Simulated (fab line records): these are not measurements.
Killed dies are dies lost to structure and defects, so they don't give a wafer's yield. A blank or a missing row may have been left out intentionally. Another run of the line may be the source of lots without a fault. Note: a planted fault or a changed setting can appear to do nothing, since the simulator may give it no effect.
Chamber matching :: flow gf180mcu :: GF_V4_CMP_04 on cmp-02: 4 sister chambers
The step polishes SiO2. 4 wafers are shown with their chamber, then 9 later ones without.

## WAFERS WITH THEIR CHAMBER
wafer: L195.5
chamber: 0
motor current A (A): 11.7

wafer: L198.3
chamber: 1
motor current A (A): 11.6

wafer: L198.4
chamber: 2
motor current A (A): 12.2

wafer: L198.5
chamber: 3
motor current A (A): 12.4

## WAFERS WITH NO CHAMBER GIVEN
wafer: L199.1
motor current A (A): 12.7

wafer: L199.2
motor current A (A): 12.9

wafer: L199.6
motor current A (A): 10.8

wafer: L200.1
motor current A (A): 12.5

wafer: L200.5
motor current A (A): 11.3

wafer: L200.6
motor current A (A): 13.1

wafer: L201.3
motor current A (A): 12.5

wafer: L201.4
motor current A (A): 11.3

wafer: L201.6
motor current A (A): 11.2

## CHAMBER TAKEN BY EACH
wafer: L199.1
from the rows above: can't be placed: 3 or 2 or 0 or 1
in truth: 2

wafer: L199.2
from the rows above: can't be placed: 3 or 2 or 0 or 1
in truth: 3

wafer: L199.6
from the rows above: can't be placed: 1 or 0 or 2 or 3
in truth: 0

wafer: L200.1
from the rows above: can't be placed: 3 or 2 or 0 or 1
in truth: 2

wafer: L200.5
from the rows above: can't be placed: 1 or 0 or 2 or 3
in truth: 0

wafer: L200.6
from the rows above: can't be placed: 3 or 2 or 0 or 1
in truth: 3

wafer: L201.3
from the rows above: can't be placed: 3 or 2 or 0 or 1
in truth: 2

wafer: L201.4
from the rows above: can't be placed: 1 or 0 or 2 or 3
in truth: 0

wafer: L201.6
from the rows above: can't be placed: 1 or 0 or 2 or 3
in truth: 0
Placed correctly: 0 of 9. From these rows, 9 cannot be placed; in 9 the true chamber is one of the candidates. Placed wrongly: 0.
How it was worked out, from the rows above alone: a wafer's distance from a chamber is the root of the sum, over the readings, of the square of ((its reading less the chamber's mean) divided by the reading's scatter). The wafer belongs to the nearest chamber; if the next one is less than 2 further off, it can't be placed. A chamber's mean is the mean of its shown wafers. The scatter: root of mean squared gap, hidden wafer to nearest shown wafer, with one shown wafer a chamber.
